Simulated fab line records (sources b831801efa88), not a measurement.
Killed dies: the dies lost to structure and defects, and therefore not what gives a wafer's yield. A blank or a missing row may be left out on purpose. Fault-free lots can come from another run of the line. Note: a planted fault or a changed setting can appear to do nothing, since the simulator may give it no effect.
Matching of chambers ; flow gf180mcu ; GF_CONTACT_CMP_04 on cmp-01: 4 sister chambers
The step polishes SiO2. 14 wafers are shown with their chamber, then 7 later ones without.

EACH WAFER AND ITS CHAMBER
wafer;chamber;timeToEndpointS (s);motorCurrentA (A);headPressurePsi (psi)
L942.3;0;102;11.7;4.000
L942.5;0;107;12.3;3.994
L942.6;1;119;12.4;3.993
L945.1;0;105;11.8;3.989
L945.4;3;106;13.1;3.990
L945.5;2;110;12.0;3.995
L948.3;2;108;13.1;4.004
L948.5;3;112;12.6;3.999
L948.6;2;110;13.4;3.996
L949.3;0;105;11.6;4.001
L949.4;3;105;12.7;4.002
L949.6;1;128;12.4;3.984
L953.1;1;114;12.5;4.023
L953.2;2;103;12.7;3.994

SIGNATURES (averages over the wafers above)
reading;chamber 0;chamber 1;chamber 2;chamber 3;scatter within a chamber
timeToEndpointS;104.75;120.33;107.75;107.67;4.18
motorCurrentA;11.850;12.433;12.800;12.800;0.392
headPressurePsi;3.99600;4.00000;3.99725;3.99700;0.0103
Rule: a wafer's distance from a chamber is the root of the sum, over the readings, of the square of ((its reading less the chamber's mean) divided by the reading's scatter). If the next closest chamber is less than 2 further off than the closest, the wafer can't be placed; otherwise it belongs to the closest. The scatter: take each reading less its chamber's mean, square it, sum over the shown wafers, divide by the number of wafers less the number of chambers, and take the root.

WAFERS WHOSE CHAMBER IS MISSING
wafer;timeToEndpointS (s);motorCurrentA (A);headPressurePsi (psi)
L953.4;113;12.7;3.985
L954.1;104;11.9;3.998
L954.2;97;12.8;3.998
L954.4;102;12.5;3.986
L955.2;106;12.2;4.001
L955.3;105;13.6;4.005
L955.6;109;12.1;3.995

EACH ONE'S CHAMBER
wafer;from the rows above;in truth
L953.4;can't be placed: 3 or 2 or 1 or 0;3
L954.1;0;0
L954.2;can't be placed: 3 or 2 or 0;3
L954.4;can't be placed: 3 or 2 or 0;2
L955.2;can't be placed: 0 or 2 or 3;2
L955.3;can't be placed: 2 or 3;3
L955.6;can't be placed: 0 or 2 or 3 or 1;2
1 of 7 placed correctly. Can't be placed from these rows: 6 (the true chamber is among the candidates in 6). Wrongly placed: 0.
